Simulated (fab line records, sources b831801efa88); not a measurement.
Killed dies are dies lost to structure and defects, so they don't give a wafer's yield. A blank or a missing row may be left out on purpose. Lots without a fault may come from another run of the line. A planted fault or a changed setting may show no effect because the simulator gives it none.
Which tool did it? | flow gf180mcu | 6 lots, 18 wafers sampled, at 3 steps of a route of 602

WHAT THE GAUGES READ, wafer by wafer
GF_CONTACT_RS_MEAS_25: measures by four-point-probe.
lot  | measured     | on            | CONTACT_W_RS (ohm/sq)
L149 | day 16 23:28 | film_metro-03 | 0.387 0.387 0.383
L152 | day 18 04:44 | film_metro-01 | 0.388 0.383 0.382
L157 | day 19 19:13 | film_metro-01 | 0.380 0.379 0.376
L160 | day 21 00:49 | film_metro-02 | 0.355 0.358 0.355
L162 | day 21 16:04 | film_metro-02 | 0.350 0.352 0.351
L169 | day 23 23:56 | film_metro-02 | 0.378 0.376 0.382

WHICH TOOL RAN EACH LOT (tool, then ch and the chambers of the sampled wafers, then the start)
lot  | GF_CONTACT_SPUTTER_23        | GF_CONTACT_CVD_24
L149 | pvd_sputter-04, day 16 23:17 | cvd_w-01 ch 0,1, day 16 23:21
L152 | pvd_sputter-02, day 18 04:28 | cvd_w-02 ch 0, day 18 04:34
L157 | pvd_sputter-02, day 19 19:05 | cvd_w-02 ch 0,1, day 19 19:07
L160 | pvd_sputter-02, day 21 00:38 | cvd_w-01 ch 0,1, day 21 00:43
L162 | pvd_sputter-04, day 21 15:55 | cvd_w-01 ch 0, day 21 15:58
L169 | pvd_sputter-02, day 23 23:48 | cvd_w-02 ch 0,1, day 23 23:50
- GF_CONTACT_SPUTTER_23: material TiN, target thk 10 nm, time 40 s.
- GF_CONTACT_CVD_24: deposits W, target thk 300 nm, time 90.339 s.

THE ANSWER, worked out from the rows above alone
Rule: what is usual is taken from the lots themselves. Put in order of their means at a reading, lots are off if they are a third of the lots or fewer, leave a main group of 4 or more, and stand apart from it by a gap of 3 or more times the standard deviation of the main group's means; of several such gaps the widest counts. A main group whose means are all the same, to the digits that the tables above print for the reading, isn't used. A lot without any number at a reading at which 4 lots or more have one is off too. The other lots that the step has rows for count as sound.
Off: L160, L162, at GF_CONTACT_RS_MEAS_25 (CONTACT_W_RS). The main group: mean 0.382 ohm/sq, standard deviation 0.0033.
A tool fits if, at a process step before that reading, it ran every lot that is off, and no sound lot after the first of them. The gauges at GF_CONTACT_RS_MEAS_25 are tried like those tools. One fits: cvd_w-01 at GF_CONTACT_CVD_24. Its last sound lot is L149 (day 16 23:21), its first lot that is off L160 (day 21 00:43): a fault that began between those two fits.

WHAT THE SIMULATOR HAD PUT IN
Process parameter drift: cvd_w-01, from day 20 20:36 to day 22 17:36, at GF_CONTACT_CVD_24. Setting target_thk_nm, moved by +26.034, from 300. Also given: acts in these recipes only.
Lots struck among those shown: L160, L162. The rule above found the same.
